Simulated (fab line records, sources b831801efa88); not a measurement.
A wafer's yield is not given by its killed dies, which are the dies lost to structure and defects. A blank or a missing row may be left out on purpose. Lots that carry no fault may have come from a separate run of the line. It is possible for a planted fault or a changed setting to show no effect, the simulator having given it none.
fab line records	flow sky130
record lots=11	wafers=33	lastDay=50
route steps=708 shown FIELD_ISO@26 VT_ADJUST_HVTR@141 VT_ADJUST_PCH@152 SONOS_TUNNEL@166 PAD_OPEN@708
lots that met no fault: from a run of the same line without faults
startH: hours from the record's first day to the start of the lot's first wafer shown	waitH: hours since the lot's step before	" repeats the value in the row above	L1.1+2: a row that stands for several wafers	- no value present, or no start provided	* or withheld: withheld	< > ~ a bound
route shown NAME@n: a module of which the file shows steps, and the number in the route of the first	usual: the fault-free wafers' mean and standard deviation	same: alike in all rows	chamber/n: place in a boat	sites: each site's reading	_std_site: the standard deviation of these	_edge_site: mean of outer sites minus mean of inner sites	radiusMm: for every site, how far away it sits from the centre of the wafer	mask NAME#n: copy n	behind: the last tool/chamber to shape the wafer	hold: the reason the lot was held/the length of the hold in hours/how it ended	device: the transistor (n, p or np) that didn't switch	end of line: the route-end tests of the same wafers	where a step has no rows: the recipe by itself	killed: at the first sort, the dies lost to defects and structure; wafer yield is something else	map: a wafer's dies, marking killed ones x, the rest . and places with no die _
set.NAME: the setting that was run; set.NAME@STEP: the one run at that earlier step	model.NAME: the simulator's own value behind a step, which no gauge read
steps of the route over a sample of lots; a table a step, a row a wafer
services: when a tool's chamber went out of use (startH, in hours from the record's first day, below 0 if earlier), for how many hours, and the reason
## steps
# step SKY_FIELD_ISO_THK_MEAS_25
# recipe reads=SiO2_of_FIELD_ISO_CVD_24
# usual FIELD_ISO_CVD_24_THK=593/5.6
lot.wafer	tool	chamber	startH	waitH	FIELD_ISO_CVD_24_THK[nm]
L430.1	filmMetro-03	-	37.94	0.0	601
L430.2	"	-	"	"	603
L430.5	"	-	"	"	600
L431.2	filmMetro-03	-	40.84	0.0	596
L431.3	"	-	"	"	595
L431.4	"	-	"	"	592
L433.4	filmMetro-03	-	51.81	0.0	599
L433.5	"	-	"	"	602
L433.6	"	-	"	"	600
L434.1	filmMetro-03	-	59.88	0.0	582
L434.4	"	-	"	"	586
L434.5	"	-	"	"	579
L437.1	filmMetro-04	-	73.83	0.0	595
L437.2	"	-	"	"	599
L437.6	"	-	"	"	595
L439.1	filmMetro-04	-	83.66	0.0	590
L439.2	"	-	"	"	598
L439.6	"	-	"	"	594
L444.1	filmMetro-04	-	109.77	0.0	587
L444.3	"	-	"	"	587
L444.6	"	-	"	"	586
L447.2	filmMetro-03	-	126.78	0.0	602
L447.3	"	-	"	"	594
L447.4	"	-	"	"	592
L448.2	filmMetro-04	-	129.83	0.0	598
L448.4	"	-	"	"	599
L448.5	"	-	"	"	592
L449.4	filmMetro-01	-	135.13	0.0	597
L449.5	"	-	"	"	599
L449.6	"	-	"	"	592
L451.1	filmMetro-04	-	148.71	0.0	589
L451.2	"	-	"	"	591
L451.4	"	-	"	"	601
# step SKY_VT_ADJUST_HVTR_STRIP_10
# recipe chemistry=O2/N2	powerW=1400	pressureMtorr=1500	platenTempC=withheld	o2FlowSccm=3000	n2FlowSccm=300	overashFraction=0.5
# usual chamberPressureMTorr=1500.1/1.3	drypumpMotorCurrentA=5.9/0.41	oesProductAu=0.716/0.0044	stripTimeToEndpointS=14.17/0.039
lot.wafer	tool	chamber	startH	waitH	chamberPressureMTorr	drypumpMotorCurrentA	oesProductAu	rfHoursCounterH	stripTimeToEndpointS
L430.1	plasmaAsher-01	0	209.93	0.1	1500.6	5.1	0.721	52	14.21
L430.2	"	1	"	"	1499.8	6.1	0.723	52	14.20
L430.5	"	0	"	"	1499.5	5.1	0.717	-	14.22
L431.2	plasmaAsher-02	0	217.99	0.1	1500.4	6.0	0.714	9	14.17
L431.3	"	1	"	"	1498.2	6.1	0.710	-	14.19
L431.4	"	0	"	"	1500.8	6.0	0.716	-	14.20
L433.4	plasmaAsher-02	1	232.52	0.1	-	-	-	-	-
L433.5	"	0	"	"	-	-	-	-	-
L433.6	"	1	"	"	-	-	-	-	-
L434.1	plasmaAsher-01	1	242.79	0.1	-	-	-	-	-
L434.4	"	0	"	"	-	-	-	-	-
L434.5	"	0	"	"	-	-	-	-	-
L437.1	plasmaAsher-02	0	260.60	0.1	1499.8	6.0	0.716	14	14.26
L437.2	"	1	"	"	1498.3	6.1	0.721	14	14.20
L437.6	"	0	"	"	1500.2	6.0	0.707	-	14.21
L439.1	plasmaAsher-01	0	274.73	0.1	1500.8	5.1	0.715	58	14.20
L439.2	"	1	"	"	1498.9	6.0	0.714	58	14.14
L439.6	"	1	"	"	1500.5	6.0	0.723	-	14.20
L444.1	plasmaAsher-01	0	310.63	0.1	1500.8	5.1	0.717	62	14.21
L444.3	"	1	"	"	1499.9	6.0	0.724	-	14.18
L444.6	"	0	"	"	1498.7	5.1	0.716	-	14.22
L447.2	plasmaAsher-02	0	336.93	0.1	1500.6	6.0	0.714	19	14.17
L447.3	"	1	"	"	1497.9	6.1	0.715	-	14.15
L447.4	"	0	"	"	1501.1	6.0	0.713	-	14.13
L448.2	plasmaAsher-01	1	338.24	0.1	1500.8	6.1	0.719	65	14.18
L448.4	"	1	"	"	1500.3	6.0	0.714	-	14.14
L448.5	"	0	"	"	1500.0	5.1	0.718	-	14.13
L449.4	plasmaAsher-01	0	347.39	0.1	1498.5	5.1	0.715	-	14.16
L449.5	"	1	"	"	1500.9	6.0	0.715	-	14.14
L449.6	"	0	"	"	1501.9	5.1	0.709	-	14.11
L451.1	plasmaAsher-01	0	364.33	0.1	1498.5	5.1	0.711	68	14.19
L451.2	"	1	"	"	1498.6	6.0	0.715	68	14.17
L451.4	"	0	"	"	1500.4	5.1	0.714	-	14.15
# step SKY_VT_ADJUST_HVTR_TW_MEAS_11
# usual VT_ADJUST_HVTR_TW=210.2/1.7
lot.wafer	tool	chamber	startH	waitH	VT_ADJUST_HVTR_TW
L430.1	filmMetro-02	-	210.03	0.1	210.6
L430.2	"	-	"	"	210.4
L430.5	"	-	"	"	210.5
L431.2	filmMetro-02	-	218.10	0.1	211.7
L431.3	"	-	"	"	210.2
L431.4	"	-	"	"	211.8
L433.4	filmMetro-04	-	232.62	0.1	212.4
L433.5	"	-	"	"	212.1
L433.6	"	-	"	"	211.9
L434.1	filmMetro-01	-	242.89	0.1	206.6
L434.4	"	-	"	"	208.8
L434.5	"	-	"	"	208.2
L437.1	filmMetro-02	-	260.70	0.1	211.3
L437.2	"	-	"	"	211.0
L437.6	"	-	"	"	211.5
L439.1	filmMetro-02	-	274.83	0.1	211.8
L439.2	"	-	"	"	211.1
L439.6	"	-	"	"	211.2
L444.1	filmMetro-02	-	310.73	0.1	210.4
L444.3	"	-	"	"	210.6
L444.6	"	-	"	"	209.9
L447.2	filmMetro-01	-	337.04	0.1	208.6
L447.3	"	-	"	"	207.4
L447.4	"	-	"	"	207.6
L448.2	filmMetro-02	-	338.35	0.1	209.6
L448.4	"	-	"	"	210.1
L448.5	"	-	"	"	208.6
L449.4	filmMetro-02	-	347.48	0.1	209.2
L449.5	"	-	"	"	209.1
L449.6	"	-	"	"	209.2
L451.1	filmMetro-01	-	364.43	0.1	210.0
L451.2	"	-	"	"	210.0
L451.4	"	-	"	"	209.0
# step SKY_VT_ADJUST_PCH_STRIP_09
# recipe chemistry=O2/N2	powerW=1400	pressureMtorr=1500	platenTempC=withheld	o2FlowSccm=3000	n2FlowSccm=300	overashFraction=0.5
# usual chamberPressureMTorr=1500.1/1.5	drypumpMotorCurrentA=6.16/0.2	oesProductAu=0.722/0.0048	stripTimeToEndpointS=36.93/0.085
lot.wafer	tool	chamber	startH	waitH	chamberPressureMTorr	drypumpMotorCurrentA	oesProductAu	rfHoursCounterH	stripTimeToEndpointS
L430.1	plasmaAsher-04	1	232.93	0.1	1502.0	6.31	0.732	55	36.91
L430.2	"	0	"	"	1499.1	5.94	0.725	55	36.92
L430.5	"	1	"	"	1501.3	6.31	0.714	-	37.03
L431.2	plasmaAsher-03	0	239.63	0.1	1500.1	6.46	0.717	39	36.88
L431.3	"	1	"	"	1499.8	6.07	0.720	-	36.98
L431.4	"	0	"	"	1501.4	6.45	0.724	-	36.96
L433.4	plasmaAsher-03	1	254.92	0.1	1500.2	6.06	0.723	-	53.82
L433.5	"	0	"	"	1498.1	6.45	0.723	-	53.71
L433.6	"	1	"	"	1500.3	6.09	0.722	-	53.93
L434.1	plasmaAsher-04	0	266.44	0.1	1499.6	5.93	0.731	58	53.67
L434.4	"	1	"	"	1500.0	6.32	0.725	-	53.66
L434.5	"	0	"	"	1499.7	5.91	0.733	-	53.68
L437.1	plasmaAsher-03	1	285.14	0.1	1500.4	6.08	0.725	44	37.05
L437.2	"	0	"	"	1501.3	6.46	0.729	44	37.06
L437.6	"	1	"	"	1498.9	6.08	0.724	-	37.08
L439.1	plasmaAsher-04	0	298.58	0.1	1500.6	5.88	0.718	61	36.91
L439.2	"	1	"	"	1501.4	6.30	0.721	61	36.85
L439.6	"	0	"	"	1502.9	5.90	0.719	-	36.86
L444.1	plasmaAsher-04	1	336.21	0.1	1500.2	6.33	0.717	65	36.98
L444.3	"	0	"	"	1501.0	5.92	0.719	-	36.96
L444.6	"	1	"	"	1500.9	6.32	0.717	-	37.04
L447.2	plasmaAsher-02	0	364.78	0.1	1499.4	5.95	0.721	21	36.92
L447.3	"	1	"	"	1499.3	6.15	0.721	-	37.01
L447.4	"	0	"	"	1497.7	5.97	0.731	-	36.99
L448.2	plasmaAsher-04	1	366.26	0.1	1503.2	6.30	0.723	68	36.90
L448.4	"	1	"	"	1500.8	6.31	0.718	-	36.95
L448.5	"	0	"	"	1499.9	5.89	0.718	-	36.82
L449.4	plasmaAsher-03	1	375.87	0.1	1498.6	6.09	0.724	-	36.91
L449.5	"	1	"	"	1502.4	6.08	0.729	-	36.93
L449.6	"	0	"	"	1500.2	6.48	0.727	-	36.81
L451.1	plasmaAsher-04	1	394.59	0.1	1501.2	6.33	0.724	71	36.89
L451.2	"	0	"	"	1500.7	5.89	0.717	71	36.90
L451.4	"	1	"	"	1502.0	6.32	0.728	-	36.84
# step SKY_VT_ADJUST_PCH_TW_MEAS_10
# usual VT_ADJUST_PCH_TW=142.7/0.81
lot.wafer	tool	chamber	startH	waitH	hold	VT_ADJUST_PCH_TW
L430.1	filmMetro-03	-	233.03	0.1	-	143.1
L430.2	"	-	"	"	-	143.3
L430.5	"	-	"	"	-	142.7
L431.2	filmMetro-02	-	239.81	0.1	-	142.9
L431.3	"	-	"	"	-	142.3
L431.4	"	-	"	"	-	142.3
L433.4	filmMetro-02	-	255.01	0.1	awaitDispo/0.2h/release	30.0
L433.5	"	-	"	"	awaitDispo/0.2h/release	30.0
L433.6	"	-	"	"	awaitDispo/0.2h/release	30.2
L433.4	filmMetro-02	-	255.24	0.2	-	30.1
L433.5	"	-	"	"	-	30.1
L433.6	"	-	"	"	-	30.2
L434.1	filmMetro-02	-	266.54	0.1	awaitDispo/0.2h/release	30.0
L434.4	"	-	"	"	awaitDispo/0.2h/release	30.1
L434.5	"	-	"	"	awaitDispo/0.2h/release	30.2
L434.1	filmMetro-02	-	266.76	0.2	-	30.1
L434.4	"	-	"	"	-	30.1
L434.5	"	-	"	"	-	30.1
L437.1	filmMetro-02	-	285.24	0.1	-	142.8
L437.2	"	-	"	"	-	142.8
L437.6	"	-	"	"	-	142.1
L439.1	filmMetro-02	-	298.68	0.1	-	141.5
L439.2	"	-	"	"	-	142.5
L439.6	"	-	"	"	-	142.2
L444.1	filmMetro-03	-	336.31	0.1	-	142.6
L444.3	"	-	"	"	-	143.3
L444.6	"	-	"	"	-	142.6
L447.2	filmMetro-03	-	364.89	0.1	-	143.3
L447.3	"	-	"	"	-	143.3
L447.4	"	-	"	"	-	143.2
L448.2	filmMetro-01	-	366.37	0.1	-	141.5
L448.4	"	-	"	"	-	142.0
L448.5	"	-	"	"	-	142.2
L449.4	filmMetro-02	-	375.96	0.1	-	143.7
L449.5	"	-	"	"	-	143.3
L449.6	"	-	"	"	-	143.3
L451.1	filmMetro-01	-	394.69	0.1	-	141.8
L451.2	"	-	"	"	-	141.5
L451.4	"	-	"	"	-	140.2
# step SKY_SONOS_TUNNEL_TW_MEAS_12
# usual SONOS_TUNNEL_TW=198.0/0.97
lot.wafer	tool	chamber	startH	waitH	SONOS_TUNNEL_TW
L430.1	filmMetro-02	-	255.65	0.0	198.2
L430.2	"	-	"	"	197.2
L430.5	"	-	"	"	198.7
L431.2	filmMetro-02	-	263.50	0.0	198.0
L431.3	"	-	"	"	198.3
L431.4	"	-	"	"	198.0
L437.1	filmMetro-03	-	310.28	0.0	198.7
L437.2	"	-	"	"	198.4
L437.6	"	-	"	"	199.8
L439.1	filmMetro-02	-	323.84	0.0	197.4
L439.2	"	-	"	"	196.8
L439.6	"	-	"	"	196.9
L444.1	filmMetro-04	-	364.30	0.0	199.2
L444.3	"	-	"	"	199.1
L444.6	"	-	"	"	199.7
L447.2	filmMetro-03	-	395.26	0.0	197.7
L447.3	"	-	"	"	197.4
L447.4	"	-	"	"	198.5
L448.2	filmMetro-02	-	395.51	0.0	198.4
L448.4	"	-	"	"	196.8
L448.5	"	-	"	"	197.5
L449.4	filmMetro-03	-	406.67	0.0	197.2
L449.5	"	-	"	"	198.4
L449.6	"	-	"	"	198.1
L451.1	filmMetro-04	-	424.22	0.0	199.3
L451.2	"	-	"	"	200.0
L451.4	"	-	"	"	199.6
# step SKY_PAD_OPEN_PROBE_99
# usual defectLimitedYield=82.0/2.1	killed_at_M0_to_M3=45/7	killed_at_M4_up=3.4/1.8	killedAtContacts=24/5.4	killedAtFrontEnd=16/4.8	killedAtOther=0.4/0.62	killedDies=89/10	killedOpen=48/7.2	killedShort=40/6.3	sort_bin_3_pad_short=0.9/0.39	sort_bin_5_function=10.7/1.5	sort_bin_6_memory=6.4/1.1	sortNPass=403/10	sortYieldPct=82.0/2.1
# same grossDies=492	killedAtBackSide=0	sort_bin_4_leakage[%]=0	sort_bin_8_speed[%]=0
lot.wafer	tool	chamber	startH	waitH	defectLimitedYield[%]	killed_at_M0_to_M3	killed_at_M4_up	killedAtContacts	killedAtFrontEnd	killedAtOther	killedDies	killedOpen	killedShort	sort_bin_3_pad_short[%]	sort_bin_5_function[%]	sort_bin_6_memory[%]	sortNPass	sortYieldPct[%]
L431.2	prober-02	-	1082.82	0.1	77.4	59	7	23	21	1	111	63	48	0.6	14.8	7.1	381	77.4
L431.3	prober-02	-	1082.87	0.2	83.1	46	3	22	12	0	83	47	36	1.2	10.8	4.9	409	83.1
L431.4	prober-02	-	1082.92	0.2	80.9	57	2	17	17	1	94	42	52	1.4	9.3	8.3	398	80.9
L444.1	prober-01	-	1155.92	0.1	80.3	45	2	31	19	0	97	63	34	0.6	13.2	5.9	395	80.3
L444.3	prober-01	-	1156.02	0.2	81.5	54	4	18	15	0	91	46	44	1.6	10.2	6.7	401	81.5
L444.6	prober-01	-	1156.17	0.2	80.9	46	1	38	9	0	94	56	38	1.4	10.8	6.9	398	80.9
L448.2	prober-02	-	1178.01	0.1	85.2	40	2	21	9	1	73	43	30	1.0	8.7	5.1	419	85.2
L448.4	prober-02	-	1178.11	0.2	81.1	39	3	25	26	0	93	47	46	0.8	11.4	6.7	399	81.1
L448.5	prober-02	-	1178.16	0.2	84.8	45	4	19	7	0	75	37	38	0.4	8.7	6.1	417	84.8
L447.2	prober-01	-	1178.47	0.1	85.8	41	2	13	14	0	70	36	33	0.6	7.9	5.7	422	85.8
L447.3	prober-01	-	1178.52	0.2	81.9	50	3	22	14	0	89	51	37	0.6	11.6	5.9	403	81.9
L447.4	prober-01	-	1178.57	0.2	84.8	41	5	22	7	0	75	41	33	0.8	9.1	5.3	417	84.8
L449.4	prober-02	-	1180.89	0.2	81.5	49	2	25	14	1	91	48	43	0.6	11.2	6.7	401	81.5
L449.5	prober-02	-	1180.94	0.2	80.9	49	5	26	14	0	94	44	50	1.2	11.2	6.7	398	80.9
L449.6	prober-02	-	1180.99	0.2	81.9	48	3	26	11	1	89	39	50	1.4	11.0	5.7	403	81.9
# killed by level:class
L431.2 VIA1:geometricParticle:open=20 VIA2:geometricParticle:open=8 METAL2:geometricParticle:short=7 METAL1:geometricParticle:short=7 VIA3:geometricParticle:open=7 POLY_GATE:geometricParticle:short=6 LI_CONTACT:geometricParticle:open=6 LOCAL_INTERCONNECT:geometricParticle:short=6
L431.3 CONTACT:geometricParticle:open=10 VIA1:geometricParticle:open=10 VIA3:geometricParticle:open=8 VIA1:geometricParticle:short=7 CONTACT:geometricParticle:short=7 METAL2:geometricParticle:short=7 FIELD_ISO:geometricParticle:open=6 VIA2:geometricParticle:open=4
L431.4 VIA1:geometricParticle:open=14 VIA1:geometricParticle:short=7 METAL2:geometricParticle:short=7 FIELD_ISO:geometricParticle:short=6 VIA2:geometricParticle:open=6 VIA3:geometricParticle:open=6 LI_CONTACT:geometricParticle:open=5 LOCAL_INTERCONNECT:geometricParticle:short=5
L444.1 VIA1:geometricParticle:open=13 CONTACT:geometricParticle:open=11 LI_CONTACT:geometricParticle:open=9 VIA3:geometricParticle:open=8 FIELD_ISO:geometricParticle:short=7 VIA2:geometricParticle:open=7 FIELD_ISO:geometricParticle:open=5 VIA1:geometricParticle:short=5
L444.3 VIA1:geometricParticle:short=10 VIA1:geometricParticle:open=9 VIA2:geometricParticle:open=7 VIA3:geometricParticle:open=6 CONTACT:geometricParticle:open=6 METAL1:geometricParticle:short=6 LI_CONTACT:geometricParticle:open=5 METAL2:geometricParticle:short=5
L444.6 LI_CONTACT:geometricParticle:open=15 VIA1:geometricParticle:open=11 VIA3:geometricParticle:open=9 CONTACT:geometricParticle:open=7 LOCAL_INTERCONNECT:geometricParticle:short=7 VIA2:geometricParticle:open=5 METAL2:geometricParticle:short=5 LI_CONTACT:geometricParticle:short=4
L448.2 CONTACT:geometricParticle:open=11 VIA1:geometricParticle:open=8 VIA2:geometricParticle:open=7 METAL2:geometricParticle:short=6 VIA3:geometricParticle:open=5 LOCAL_INTERCONNECT:geometricParticle:short=4 METAL1:geometricParticle:short=4 VIA2:geometricParticle:short=4
L448.4 CONTACT:geometricParticle:open=10 FIELD_ISO:geometricParticle:short=9 VIA2:geometricParticle:open=8 POLY_GATE:geometricParticle:open=6 VIA1:geometricParticle:open=6 METAL1:geometricParticle:short=6 LI_CONTACT:geometricParticle:short=5 METAL2:geometricParticle:short=5
L448.5 METAL1:geometricParticle:short=9 CONTACT:geometricParticle:open=8 VIA1:geometricParticle:open=7 VIA1:geometricParticle:short=6 CONTACT:geometricParticle:short=5 VIA3:geometricParticle:open=5 FIELD_ISO:geometricParticle:open=4 METAL3:geometricParticle:short=4
L447.2 VIA1:geometricParticle:open=12 VIA2:geometricParticle:open=6 VIA3:geometricParticle:short=5 LI_CONTACT:geometricParticle:open=4 CONTACT:geometricParticle:open=4 METAL1:geometricParticle:short=4 FIELD_ISO:geometricParticle:open=3 POLY_GATE:geometricParticle:open=3
L447.3 VIA1:geometricParticle:open=12 CONTACT:geometricParticle:open=9 VIA2:geometricParticle:open=8 VIA1:geometricParticle:short=6 VIA3:geometricParticle:open=6 METAL2:geometricParticle:short=5 POLY_GATE:geometricParticle:open=4 POLY_GATE:geometricParticle:short=4
L447.4 VIA1:geometricParticle:open=17 CONTACT:geometricParticle:open=8 LOCAL_INTERCONNECT:geometricParticle:short=6 VIA1:geometricParticle:short=6 FIELD_ISO:geometricParticle:open=5 VIA3:geometricParticle:open=5 METAL4:geometricParticle:short=4 VIA3:geometricParticle:short=4
L449.4 FIELD_ISO:geometricParticle:open=8 METAL2:geometricParticle:short=8 VIA2:geometricParticle:open=8 LI_CONTACT:geometricParticle:open=7 LOCAL_INTERCONNECT:geometricParticle:short=6 VIA1:geometricParticle:open=6 VIA3:geometricParticle:open=6 CONTACT:geometricParticle:short=5
L449.5 METAL2:geometricParticle:short=9 VIA1:geometricParticle:open=8 LI_CONTACT:geometricParticle:open=7 CONTACT:geometricParticle:open=7 VIA2:geometricParticle:open=6 METAL3:geometricParticle:short=6 LOCAL_INTERCONNECT:geometricParticle:short=5 VIA1:geometricParticle:short=5
L449.6 CONTACT:geometricParticle:open=9 METAL2:geometricParticle:short=7 VIA1:geometricParticle:short=7 VIA1:geometricParticle:open=7 VIA2:geometricParticle:open=7 VIA3:geometricParticle:open=7 LI_CONTACT:geometricParticle:open=6 LOCAL_INTERCONNECT:geometricParticle:short=6
## services
tool	chamber	startH	hours	kind
plasmaAsher-03	-	226.11	2.4	repair
plasmaAsher-04	-	240.21	2.1	repair
plasmaAsher-03	-	260.45	1.1	repair
plasmaAsher-04	-	264.11	0.7	repair
plasmaAsher-02	-	307.36	22.6	repair
plasmaAsher-02	-	338.63	8.5	repair
plasmaAsher-02	-	373.13	2.5	repair
## key
firstSign step=SKY_VT_ADJUST_HVTR_STRIP_10	reading=toolRecord	direction=missing
effect step=SKY_VT_ADJUST_PCH_STRIP_09	reading=stripTimeToEndpointS	direction=up	sigmas=99+	usual=*	struck=*
effect step=SKY_VT_ADJUST_PCH_TW_MEAS_10	reading=visit	direction=added
effect step=SKY_VT_ADJUST_PCH_TW_MEAS_10	reading=VT_ADJUST_PCH_TW	direction=down	sigmas=99+	usual=142.7	struck=30.1
metAt SKY_VT_ADJUST_HVTR_STRIP_10
struckLots L433,L434
scrappedBehind SKY_VT_ADJUST_PCH_TW_MEAS_10 L433.4,L433.5,L433.6,L434.1,L434.4,L434.5
notActingAt SKY_FIELD_ISO_THK_MEAS_25,SKY_VT_ADJUST_HVTR_TW_MEAS_11,SKY_SONOS_TUNNEL_TW_MEAS_12
onsetBetween 217.99 232.52
fault kind=skippedStepWhole	tool=plasmaAsher-01,plasmaAsher-02	chamber=-	onsetH=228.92	steps=SKY_VT_ADJUST_HVTR_STRIP_10	scope=struckLotsOnly
